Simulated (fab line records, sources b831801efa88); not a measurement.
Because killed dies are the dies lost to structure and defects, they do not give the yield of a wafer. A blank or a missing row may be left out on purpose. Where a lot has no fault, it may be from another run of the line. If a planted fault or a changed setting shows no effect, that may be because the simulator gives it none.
One fault seen from 2 desks :: flow gf180mcu :: each desk has only its own numbers; what lay behind them comes last

THE TOOL OWNER'S DESK: rie-metal-02
The tool's own readings at GF_TOP_METAL_METAL_ETCH_16 (etches the open film in Cl2/BCl3, stops on SiO2, target depth 1197 nm, time 199.5 s): means of the sampled wafers that have a number, for each lot that ran on this tool. Marked OUT: a lot whose mean sits more than 4 standard deviations from the usual mean, which makes it out of limits; the brackets give that distance.
Columns: A = drypump-motor-current-A at GF_TOP_METAL_METAL_ETCH_16, usual 5.4 A; B = oes-product-au at GF_TOP_METAL_METAL_ETCH_16, usual 0.992 a.u.; C = run-length-s at GF_TOP_METAL_METAL_ETCH_16, usual 227.99 s; D = throttle-valve-pct at GF_TOP_METAL_METAL_ETCH_16, usual 28.228 %
lot: L528
first seen here: day 28 16:59
A: 5.2
B: 0.992
C: 228.03
D: 28.232

lot: L531
first seen here: day 29 15:44
A: 5.2
B: 0.992
C: 227.99
D: 28.224

lot: L532
first seen here: day 30 00:55
A: 5.2
B: 0.991
C: 227.94
D: 28.223

lot: L538
first seen here: day 31 18:01
A: 5.0
B: 0.996
C: 228.29
D: 28.222

lot: L541
first seen here: day 32 15:37
A: 5.5
B: 0.988
C: 227.72
D: 28.223

lot: L542
first seen here: day 32 17:46
A: 5.5
B: 0.996
C: 227.98
D: 28.225

lot: L546
first seen here: day 33 15:49
A: 5.2
B: 0.944 (-10) OUT
C: 244.54 (+64) OUT
D: 28.273 (+5.3) OUT

lot: L549
first seen here: day 34 06:08
A: 5.5
B: 0.971 (-4.4) OUT
C: 236.18 (+31) OUT
D: 28.249
Finding of this desk: L546, L549 out of limits; the first was L546 at day 33 15:49, on oes-product-au at GF_TOP_METAL_METAL_ETCH_16. L528, L531, L532, L538, L541, L542: within limits.

AT THE METROLOGY DESK
Means of the sampled wafers that have a number, per lot and without regard to the tool the lot ran on: this is what the gauges read. Marked OUT: a lot whose mean sits more than 4 standard deviations from the usual mean, which makes it out of limits; the brackets give that distance.
Columns: A = MIM_ALCU_THK at GF_MIM_THK_MEAS_11, usual 203.1 nm
lot: L526
first seen here: day 24 10:11
A: 204.4

lot: L528
first seen here: day 25 02:44
A: 203.2

lot: L531
first seen here: day 26 06:19
A: 200.5

lot: L532
first seen here: day 26 13:55
A: 205.4

lot: L535
first seen here: day 27 11:08
A: 203.4

lot: L536
first seen here: day 27 21:51
A: 202.5

lot: L538
first seen here: day 28 12:38
A: 199.6

lot: L541
first seen here: day 29 14:46
A: 202.5

lot: L542
first seen here: day 29 15:49
A: 204.7

lot: L546
first seen here: day 30 16:00
A: 204.0

lot: L549
first seen here: day 31 09:44
A: 203.5
This desk's finding: nothing out of limits on any of the 11 lots.

BROUGHT TOGETHER
The tool owner's desk had the chance to raise an alarm at day 33 15:49 on L546, L549.
The metrology desk saw nothing out of limits.
The metrology desk holds a record of L546, L549, inside its limits.
The lots listed all ran GF_TOP_METAL_METAL_ETCH_16 on rie-metal-02.

WHAT HAD BEEN PUT IN BY THE SIMULATOR
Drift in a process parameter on rie-metal-02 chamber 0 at GF_TOP_METAL_METAL_ETCH_16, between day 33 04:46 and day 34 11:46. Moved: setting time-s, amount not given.
Struck lots among those shown: L546, L549.
How many hours passed from the start of the fault until each desk's first out-of-limits reading: the tool owner's desk, 11.
